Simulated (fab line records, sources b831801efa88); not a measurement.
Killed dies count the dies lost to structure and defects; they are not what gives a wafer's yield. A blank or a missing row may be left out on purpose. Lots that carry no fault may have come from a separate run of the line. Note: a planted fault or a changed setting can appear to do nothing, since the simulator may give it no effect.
The same fault as seen by 2 desks + flow gf180mcu + only its own numbers are on each desk; what lay behind them is given at the end

== THE METROLOGY DESK ==
What the gauges read for every lot (on any tool): the sampled wafers with a number, averaged. Any lot whose mean is over 4 standard deviations away from the usual mean is out of limits and marked OUT; that distance is given in the brackets.
Columns: A = HV_LDD_3_TW at GF_HV_LDD_TW_MEAS_38, usual 1447; B = HV_LDD_RS at GF_HV_LDD_RS_MEAS_53, usual 418.3 ohm/sq; C = cd_nm at GF_PSD_CD_MEAS_07, usual 399.4 nm
| lot  | first seen here | A               | B               | C     |
|------|-----------------|-----------------|-----------------|-------|
| L848 | day 11 15:44    | 1453            | 418.8           | 399.3 |
| L849 | day 12 01:56    | 1452            | 419.8           | 395.7 |
| L851 | day 12 13:34    | 1436            | 416.8           | 398.9 |
| L852 | day 12 22:44    | 1434            | 418.0           | 398.7 |
| L853 | day 13 02:37    | 1457            | 418.4           | 397.0 |
| L854 | day 13 06:29    | 1465            | 418.6           | 400.1 |
| L856 | day 14 03:57    | 1452            | 420.1           | 398.7 |
| L861 | day 15 18:31    | 1368 (-8.6) OUT | 432.9 (+15) OUT | 399.9 |
| L863 | day 16 10:49    | 1363 (-9.2) OUT | 432.3 (+14) OUT | 399.3 |
| L868 | day 18 07:50    | 1439            | 417.8           | 401.0 |
| L869 | day 18 11:58    | 1443            | 419.4           | 397.5 |
| L870 | day 19 00:02    | 1457            | 419.1           | 400.5 |
This desk finds L861, L863 out of limits, with the earliest case on L861 at day 15 18:31 (HV_LDD_3_TW at GF_HV_LDD_TW_MEAS_38). In limits: L848, L849, L851, L852, L853, L854, L856, L868, L869, L870.

== DESK OF THE TOOL OWNER: implanter-04 ==
The tool's own readings at GF_HV_LDD_IMPLANT_33, given as means over the sampled wafers that have a number, one for each lot that went through this tool. Any lot whose mean is over 4 standard deviations away from the usual mean is out of limits and marked OUT; that distance is given in the brackets.
Columns: A = dose_ions_cm2 at GF_HV_LDD_IMPLANT_33, usual 7.5e+12; B = end_station_pressure_torr at GF_HV_LDD_IMPLANT_33, usual 5.04e-06 Torr; C = faraday_current_uA at GF_HV_LDD_IMPLANT_33, usual 42.3
| lot  | first seen here | A                         | B        | C              |
|------|-----------------|---------------------------|----------|----------------|
| L853 | day 13 01:55    | 7.5e+12                   | 5.00e-06 | 42.0           |
| L856 | day 14 03:15    | 7.5e+12                   | 4.83e-06 | 42.3           |
| L861 | day 15 17:50    | 2.5e+12 (-99 or more) OUT | 5.09e-06 | 13.8 (-32) OUT |
| L863 | day 16 10:08    | 2.5e+12 (-99 or more) OUT | 4.92e-06 | 13.9 (-32) OUT |
This desk finds L861, L863 out of limits, L861 being first, at day 15 17:50 (dose_ions_cm2 at GF_HV_LDD_IMPLANT_33). In limits: L853, L856.

== BROUGHT TOGETHER ==
The tool owner's desk had the chance to raise an alarm at day 15 17:50 on L861, L863.
An alarm was possible from the metrology desk at day 15 18:31, on L861, L863.
On implanter-04, each named lot ran GF_HV_LDD_IMPLANT_33.

== WHAT HAD BEEN PUT IN BY THE SIMULATOR ==
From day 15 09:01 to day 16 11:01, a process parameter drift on implanter-04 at GF_HV_LDD_IMPLANT_33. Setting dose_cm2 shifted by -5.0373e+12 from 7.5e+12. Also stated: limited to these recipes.
Shown lots that were struck: L861, L863.
Hours from the fault's start to each desk's first reading out of limits: the tool owner's desk, 9; the metrology desk, 9.
